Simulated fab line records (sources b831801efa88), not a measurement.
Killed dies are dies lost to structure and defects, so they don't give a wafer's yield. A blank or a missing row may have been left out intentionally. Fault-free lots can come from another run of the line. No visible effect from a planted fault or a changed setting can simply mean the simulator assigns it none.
One fault through the eyes of 2 desks ; flow sky130 ; numbers are kept per desk, each desk with only its own; the story behind them comes last

FOR THE TOOL OWNER'S DESK: implanter-01
For each lot that ran on this tool, the mean over its sampled wafers that have a number, from the tool's own readings at SKY_VT_ADJUST_HVTP_IMPLANT_09. The brackets show how far a lot's mean lies from the usual mean; more than 4 standard deviations puts the lot out of limits, marked OUT.
Columns: A = dose-ions-cm2 at SKY_VT_ADJUST_HVTP_IMPLANT_09, usual 4.3e+12; B = faraday-current-uA at SKY_VT_ADJUST_HVTP_IMPLANT_09, usual 24.3
lot;first seen here;A;B
L416;day 4 20:49;4.3e+12;24.3
L419;day 6 17:34;6.2e+12 (+99 or more) OUT;35.5 (+23) OUT
L424;day 8 06:56;6.2e+12 (+99 or more) OUT;34.7 (+22) OUT
L438;day 12 14:16;4.3e+12;24.7
This desk's finding: out of limits on L419, L424; first on L419, day 6 17:34 (dose-ions-cm2 at SKY_VT_ADJUST_HVTP_IMPLANT_09). In limits: L416, L438.

METROLOGY DESK
What the gauges read, lot by lot, whatever tool the lot ran on: means of the sampled wafers that have a number. The brackets show how far a lot's mean lies from the usual mean; more than 4 standard deviations puts the lot out of limits, marked OUT.
Columns: A = PWDE_OVL at SKY_PWDE_OVL_MEAS_07, usual -1.0 nm; B = cd-nm at SKY_VT_ADJUST_HVTP_CD_MEAS_07, usual 379.9 nm; C = VT_ADJUST_HVTP_TW at SKY_VT_ADJUST_HVTP_TW_MEAS_11, usual 1367; D = VT_ADJUST_HVTR_OVL at SKY_VT_ADJUST_HVTR_OVL_MEAS_08, usual -0.2 nm
lot;first seen here;A;B;C;D
L416;day 2 18:01;-2.2;379.7;1353;-0.9
L419;day 4 07:58;-2.4;381.1;1521 (+12) OUT;-0.5
L424;day 5 18:46;-0.2;378.6;1553 (+14) OUT;-0.4
L428;day 6 17:40;-0.6;376.7;1384;-1.0
L429;day 6 23:35;-1.1;378.6;1357;-1.1
L430;day 7 02:46;-0.7;379.3;1382;-2.1
L433;day 8 03:25;-1.8;383.5;1372;-1.1
L434;day 8 06:23;0.6;380.4;1349;0.3
L435;day 8 10:43;-1.3;378.0;1361;-2.5
L436;day 8 23:49;-2.4;383.6;1372;1.0
L438;day 9 12:28;-0.3;379.5;1373;-1.3
L437;day 9 13:07;-0.1;381.0;1376;-0.1
L439;day 9 21:07;-0.6;379.3;1363;0.0
This desk's finding: out of limits on L419, L424; first on L419, day 6 17:49 (VT_ADJUST_HVTP_TW at SKY_VT_ADJUST_HVTP_TW_MEAS_11). In limits: L416, L428, L429, L430, L433, L434, L435, L436, L438, L437, L439.

TAKEN TOGETHER
An alarm could have come from the tool owner's desk at day 6 17:34, on L419, L424.
On L419, L424, the metrology desk was in a position to raise an alarm at day 6 17:49.
Every lot named ran SKY_VT_ADJUST_HVTP_IMPLANT_09 on implanter-01.

WHAT WAS PUT IN BY THE SIMULATOR
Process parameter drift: implanter-01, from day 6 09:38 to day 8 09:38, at SKY_VT_ADJUST_HVTP_IMPLANT_09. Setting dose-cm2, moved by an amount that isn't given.
Struck lots among those shown: L419, L424.
Time in hours from fault onset to the first out-of-limits reading at each desk: tool owner's desk 8, metrology desk 8.
